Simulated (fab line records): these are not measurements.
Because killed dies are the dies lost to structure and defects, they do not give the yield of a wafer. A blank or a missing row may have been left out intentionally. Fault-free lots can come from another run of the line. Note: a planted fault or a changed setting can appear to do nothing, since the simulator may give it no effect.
fab line records ; flow gf180mcu
record: lots: 7; wafers: 21; last_day: 34
route steps=602 shown V4@485
lots that met no fault: taken from a fault-free run of the same line
start_h: start of the lot's first displayed wafer, in hours after the record's first day ; wait_h: hours elapsed since this lot's preceding step ; " as in the row above ; L1.1+2: a row that stands for several wafers ; - value missing, or start not given ; * or withheld: withheld ; < > ~ a bound
route shown NAME@n: NAME is a module with steps in the file, n the number in the route of the first one ; usual: mean/standard deviation of fault-free wafers ; same: alike in all rows ; chamber/n: place in a boat ; sites: per-site readings ; _std_site: standard deviation of those values ; _edge_site: mean of outer sites minus mean of inner sites ; radius_mm: how far each site lies from the wafer's centre ; mask NAME#n: copy n ; behind: the most recent tool/chamber to have shaped the wafer ; hold: reason for holding the lot/hours on hold/outcome of the hold ; device: the n, p or np transistor that did not switch ; end of line: at the end of the route, the tests of the same wafers ; a step given without rows: its recipe and nothing more ; killed: not the wafer's yield, but the dies lost to structure and defects at the first sort ; map: per-die view of a wafer (x killed, . not killed, _ where there is no die)
set.NAME: the setting that was run; set.NAME@STEP: the one run at that earlier step ; model.NAME: the simulator's own value behind a step, which no gauge read
lots seen at some steps along the route; tables by step, rows by wafer
services: when a tool's chamber went out of use (start_h, in hours from the record's first day, below 0 if earlier), for how many hours, and the reason
== steps ==
step: GF_V4_COAT_09
recipe: resist: KrF; spin_rpm: withheld; resist_thk_nm: 1000
step: GF_V4_SOFTBAKE_10
recipe: temp_c: 130; time_s: 60; resist: KrF
step: GF_V4_EXPOSE_11
recipe: mask_id: Via4; target_cd_nm: 260; na: 0.68; source_shape: conventional; sigma_outer: 0.6; dose_mj: 38
step: GF_V4_PEB_12
recipe: peb_temp_c: 135; peb_time_s: 90; resist: KrF
step: GF_V4_DEVELOP_13
recipe: develop_time_s: 60; resist: KrF; dev_temp_c: 21
step: GF_V4_CD_MEAS_14
recipe: target_cd_nm: 260
usual: cd_nm: 259.7/0.94
lot.wafer;tool;chamber;start_h;wait_h;cd_nm
L570.2;cd_sem-01;-;612.26;0.1;260.9
L570.3;cd_sem-01;-;612.26;0.1;260.2
L570.4;cd_sem-01;-;612.26;0.1;261.1
L574.2;cd_sem-02;-;641.02;0.1;259.8
L574.4;cd_sem-02;-;641.02;0.1;259.8
L574.5;cd_sem-02;-;641.02;0.1;259.1
L575.4;cd_sem-02;-;648.20;0.1;260.7
L575.5;cd_sem-02;-;648.20;0.1;260.6
L575.6;cd_sem-02;-;648.20;0.1;261.0
L576.2;cd_sem-02;-;658.11;0.1;260.1
L576.3;cd_sem-02;-;658.11;0.1;261.9
L576.4;cd_sem-02;-;658.11;0.1;261.6
L581.1;cd_sem-01;-;691.31;0.1;258.2
L581.4;cd_sem-01;-;691.31;0.1;258.1
L581.5;cd_sem-01;-;691.31;0.1;258.9
L582.3;cd_sem-01;-;697.30;0.1;259.5
L582.5;cd_sem-01;-;697.30;0.1;259.4
L582.6;cd_sem-01;-;697.30;0.1;259.1
L587.2;cd_sem-01;-;728.63;0.1;258.8
L587.4;cd_sem-01;-;728.63;0.1;259.0
L587.5;cd_sem-01;-;728.63;0.1;257.7
step: GF_V4_OVL_MEAS_15
usual: V4_OVL: 1/4.8
lot.wafer;tool;chamber;start_h;wait_h;V4_OVL[nm]
L570.2;overlay-01;-;612.36;0.1;8
L570.3;overlay-01;-;612.36;0.1;7
L570.4;overlay-01;-;612.36;0.1;2
L574.2;overlay-01;-;641.12;0.1;1
L574.4;overlay-01;-;641.12;0.1;1
L574.5;overlay-01;-;641.12;0.1;3
L575.4;overlay-01;-;648.28;0.1;5
L575.5;overlay-01;-;648.28;0.1;-2
L575.6;overlay-01;-;648.28;0.1;2
L576.2;overlay-01;-;658.21;0.1;1
L576.3;overlay-01;-;658.21;0.1;6
L576.4;overlay-01;-;658.21;0.1;5
L581.1;overlay-01;-;691.43;0.1;6
L581.4;overlay-01;-;691.43;0.1;4
L581.5;overlay-01;-;691.43;0.1;2
L582.3;overlay-02;-;697.40;0.1;-9
L582.5;overlay-02;-;697.40;0.1;-13
L582.6;overlay-02;-;697.40;0.1;-3
L587.2;overlay-01;-;728.74;0.1;-6
L587.4;overlay-01;-;728.74;0.1;-12
L587.5;overlay-01;-;728.74;0.1;-2
step: GF_V4_ETCH_16
recipe: chemistry: N2/H2; target_depth_a: withheld; overetch_a: withheld; time_s: withheld; target: BARC; ion_energy_ev: 200; source_w: 500; bias_w: 100; pressure_mtorr: 30; n2_flow_sccm: 100; h2_flow_sccm: 200
usual: drypump_motor_current_A: 5.5/0.44; oes_product_au: 0.855/0.0048; throttle_valve_pct: 13.225/0.009
lot.wafer;tool;chamber;start_h;wait_h;drypump_motor_current_A;oes_product_au;throttle_valve_pct
L570.2;rie_diel-02;2;612.39;0.0;5.1;0.857;13.238
L570.3;rie_diel-02;1;612.39;0.0;5.0;0.864;13.226
L570.4;rie_diel-02;0;612.39;0.0;5.6;0.847;13.242
L574.2;rie_diel-03;3;641.15;0.0;5.7;0.858;13.219
L574.4;rie_diel-03;3;641.15;0.0;5.7;0.860;13.219
L574.5;rie_diel-03;0;641.15;0.0;5.8;0.850;13.206
L575.4;rie_diel-02;2;648.29;0.0;5.1;0.847;13.228
L575.5;rie_diel-02;2;648.29;0.0;5.1;0.851;13.228
L575.6;rie_diel-02;3;648.29;0.0;4.7;0.854;13.232
L576.2;rie_diel-03;3;658.24;0.0;5.7;0.851;13.238
L576.3;rie_diel-03;2;658.24;0.0;5.5;0.857;13.224
L576.4;rie_diel-03;0;658.24;0.0;5.8;0.857;13.224
L581.1;rie_diel-04;3;691.47;0.0;5.6;0.860;13.224
L581.4;rie_diel-04;1;691.47;0.0;5.3;0.850;13.206
L581.5;rie_diel-04;2;691.47;0.0;5.8;0.848;13.221
L582.3;rie_diel-04;2;697.42;0.0;5.8;0.854;13.220
L582.5;rie_diel-04;3;697.42;0.0;5.6;0.853;13.222
L582.6;rie_diel-04;2;697.42;0.0;5.8;0.862;13.229
L587.2;rie_diel-04;3;728.77;0.0;5.6;0.857;13.233
L587.4;rie_diel-04;1;728.77;0.0;5.3;0.857;13.242
L587.5;rie_diel-04;1;728.77;0.0;5.3;0.862;13.229
step: GF_V4_ETCH_17
recipe: chemistry: C4F8/O2/Ar; mask_material: KrF; target: SiO2; stop_on: TiN; source_w: 1500; bias_w: 1200; pressure_mtorr: 40; c4f8_flow_sccm: withheld; O2_flow_sccm: 6; Ar_flow_sccm: 300; time_s: withheld; target_depth_a: 6300
usual: oes_product_au: 0.855/0.0042
lot.wafer;tool;chamber;start_h;wait_h;oes_product_au
L570.2;rie_diel-02;2;-;-;0.852
L570.3;rie_diel-02;1;-;-;0.852
L570.4;rie_diel-02;0;-;-;0.856
L574.2;rie_diel-03;3;-;-;0.857
L574.4;rie_diel-03;3;-;-;0.850
L574.5;rie_diel-03;0;-;-;0.855
L575.4;rie_diel-02;2;-;-;0.852
L575.5;rie_diel-02;2;-;-;0.854
L575.6;rie_diel-02;3;-;-;0.860
L576.2;rie_diel-03;3;-;-;0.851
L576.3;rie_diel-03;2;-;-;0.850
L576.4;rie_diel-03;0;-;-;0.866
L581.1;rie_diel-04;3;-;-;0.856
L581.4;rie_diel-04;1;-;-;0.857
L581.5;rie_diel-04;2;-;-;0.856
L582.3;rie_diel-04;2;-;-;0.858
L582.5;rie_diel-04;3;-;-;0.853
L582.6;rie_diel-04;2;-;-;0.859
L587.2;rie_diel-04;3;-;-;0.844
L587.4;rie_diel-04;1;-;-;0.858
L587.5;rie_diel-04;1;-;-;0.856
step: GF_V4_STRIP_18
recipe: chemistry: O2/N2; power_w: 1400; pressure_mtorr: 1500; platen_temp_c: 250; o2_flow_sccm: 3000; n2_flow_sccm: 300; overash_fraction: 0.5
usual: drypump_motor_current_A: 5.6/0.49; heater_power_w: 315/28; o2_flow_sccm: 3000/9.1; oes_product_au: 0.593/0.0054
lot.wafer;tool;chamber;start_h;wait_h;drypump_motor_current_A;heater_power_w;o2_flow_sccm;oes_product_au;rf_hours_counter_h
L570.2;plasma_asher-01;1;612.52;-;5.3;316;3009;0.588;45
L570.3;plasma_asher-01;1;612.52;-;5.3;329;3000;0.601;-
L570.4;plasma_asher-01;0;612.52;-;5.2;322;2984;0.589;-
L574.2;plasma_asher-03;0;641.28;-;6.0;320;3001;0.598;102
L574.4;plasma_asher-03;0;641.28;-;6.0;328;3001;0.590;-
L574.5;plasma_asher-03;0;641.28;-;6.0;329;3000;0.598;-
L575.4;plasma_asher-01;0;648.46;-;5.2;324;3004;0.591;-
L575.5;plasma_asher-01;0;648.46;-;5.2;321;3009;0.602;-
L575.6;plasma_asher-01;1;648.46;-;5.3;324;3011;0.590;-
L576.2;plasma_asher-04;1;658.37;-;6.6;358;2994;0.597;28
L576.3;plasma_asher-04;1;658.37;-;6.6;362;2989;0.593;-
L576.4;plasma_asher-04;0;658.37;-;5.2;307;2989;0.591;-
L581.1;plasma_asher-04;0;691.60;-;5.1;310;3010;0.581;31
L581.4;plasma_asher-04;0;691.60;-;5.1;309;3019;0.592;-
L581.5;plasma_asher-04;0;691.60;-;5.1;316;3011;0.589;-
L582.3;plasma_asher-01;0;697.58;-;5.2;316;3012;0.586;-
L582.5;plasma_asher-01;1;697.58;-;5.3;324;3020;0.593;-
L582.6;plasma_asher-01;0;697.58;-;5.2;316;3010;0.583;-
L587.2;plasma_asher-04;0;728.90;-;5.1;316;3015;0.581;35
L587.4;plasma_asher-04;1;728.90;-;6.6;352;3009;0.598;-
L587.5;plasma_asher-04;1;728.90;-;6.6;357;3006;0.597;-
step: GF_V4_STRIP_19
recipe: chemistry: post_etch_residue_remover; time_s: 1200; temp_c: 72.5
step: GF_V4_CLEAN_20
recipe: chemistry: DIW; dry: n2_spin
step: GF_V4_SPUTTER_21
recipe: material: Ti; target_thk_nm: 15; chamber_pressure_pa: 5; power_w: 2500; substrate_temp_c: 200; time_s: 80.02
usual: throttle_valve_pct: 30.6/0.84
lot.wafer;tool;chamber;start_h;wait_h;throttle_valve_pct;model.Ti_of_V4_SPUTTER_21.thk_nm
L570.2;pvd_sputter-02;-;613.13;0.0;30.2;15.08
L570.3;pvd_sputter-02;-;613.13;0.0;29.1;14.98
L570.4;pvd_sputter-02;-;613.13;0.0;31.0;15.05
L574.2;pvd_sputter-04;-;641.81;0.0;30.1;12.97
L574.4;pvd_sputter-04;-;641.81;0.0;30.6;14.86
L574.5;pvd_sputter-04;-;641.81;0.0;30.7;15.23
L575.4;pvd_sputter-04;-;649.00;0.0;30.6;15.07
L575.5;pvd_sputter-04;-;649.00;0.0;30.5;15.16
L575.6;pvd_sputter-04;-;649.00;0.0;30.5;12.77
L576.2;pvd_sputter-04;-;658.95;0.0;30.0;12.58
L576.3;pvd_sputter-04;-;658.95;0.0;31.0;14.96
L576.4;pvd_sputter-04;-;658.95;0.0;30.8;14.63
L581.1;pvd_sputter-02;-;692.13;0.0;29.0;14.99
L581.4;pvd_sputter-02;-;692.13;0.0;30.1;15.37
L581.5;pvd_sputter-02;-;692.13;0.0;30.0;15.34
L582.3;pvd_sputter-02;-;698.17;0.0;31.1;14.99
L582.5;pvd_sputter-02;-;698.17;0.0;28.9;15.06
L582.6;pvd_sputter-02;-;698.17;0.0;33.2;14.83
L587.2;pvd_sputter-04;-;729.77;0.0;30.7;14.82
L587.4;pvd_sputter-04;-;729.77;0.0;30.4;14.76
L587.5;pvd_sputter-04;-;729.77;0.0;30.6;14.82
step: GF_V4_SPUTTER_22
recipe: material: TiN; target_thk_nm: 10; chamber_pressure_pa: 5; power_w: 4000; time_s: 40
usual: throttle_valve_pct: 30.6/0.82
lot.wafer;tool;chamber;start_h;wait_h;throttle_valve_pct
L570.2;pvd_sputter-02;-;613.19;0.0;30.1
L570.3;pvd_sputter-02;-;613.19;0.0;29.1
L570.4;pvd_sputter-02;-;613.19;0.0;31.1
L574.2;pvd_sputter-04;-;641.88;0.0;30.2
L574.4;pvd_sputter-04;-;641.88;0.0;30.7
L574.5;pvd_sputter-04;-;641.88;0.0;30.9
L575.4;pvd_sputter-04;-;649.06;0.0;30.8
L575.5;pvd_sputter-04;-;649.06;0.0;30.3
L575.6;pvd_sputter-04;-;649.06;0.0;30.7
L576.2;pvd_sputter-04;-;659.01;0.0;30.2
L576.3;pvd_sputter-04;-;659.01;0.0;30.7
L576.4;pvd_sputter-04;-;659.01;0.0;30.6
L581.1;pvd_sputter-02;-;692.19;0.0;29.1
L581.4;pvd_sputter-02;-;692.19;0.0;30.2
L581.5;pvd_sputter-02;-;692.19;0.0;30.2
L582.3;pvd_sputter-02;-;698.24;0.0;30.8
L582.5;pvd_sputter-02;-;698.24;0.0;29.1
L582.6;pvd_sputter-02;-;698.24;0.0;33.0
L587.2;pvd_sputter-04;-;729.83;0.0;30.5
L587.4;pvd_sputter-04;-;729.83;0.0;30.2
L587.5;pvd_sputter-04;-;729.83;0.0;30.7
== services ==
tool;chamber;start_h;hours;kind
plasma_asher-03;-;592.38;2.2;repair
rie_diel-02;2;594.37;5.1;repair
rie_diel-04;-;612.83;0.7;repair
rie_diel-03;0;616.08;-;clean
rie_diel-03;0;616.08;20.6;scheduled_down
rie_diel-03;0;616.08;20.6;vent_cycle
rie_diel-02;3;618.32;-;clean
rie_diel-02;3;618.32;19.5;scheduled_down
rie_diel-02;3;618.32;19.5;vent_cycle
rie_diel-03;2;638.63;7.0;repair
rie_diel-04;-;647.32;1.0;repair
plasma_asher-01;-;651.88;5.2;repair
rie_diel-02;3;652.02;2.3;repair
rie_diel-02;2;658.72;46.2;repair
pvd_sputter-02;-;672.76;5.2;repair
rie_diel-04;-;673.55;0.3;repair
plasma_asher-01;-;692.85;2.1;repair
rie_diel-04;1;712.97;5.4;repair
pvd_sputter-02;0;720.48;-;consumable_replace:kit
pvd_sputter-02;0;720.48;18.0;scheduled_down
pvd_sputter-02;0;720.48;18.0;vent_cycle
rie_diel-02;2;720.73;-;clean
rie_diel-02;2;720.73;22.4;scheduled_down
rie_diel-04;-;725.89;0.5;repair
== key ==
first_sign none at tools or gauges
model_effect: step: GF_V4_SPUTTER_21; value: Ti_of_V4_SPUTTER_21.thk_nm; without: 14.92; struck: 12.77
met_at GF_V4_SPUTTER_21
struck_wafers L574.2,L575.6,L576.2
fault: kind: process_parameter_drift; tool: pvd_sputter-04; chamber: -; onset_h: 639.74; steps: GF_V4_SPUTTER_21; channel: time_s; offset: *; shape: step; end_h: 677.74; scope: struck_wafers_only; acts_in: *; stated: *
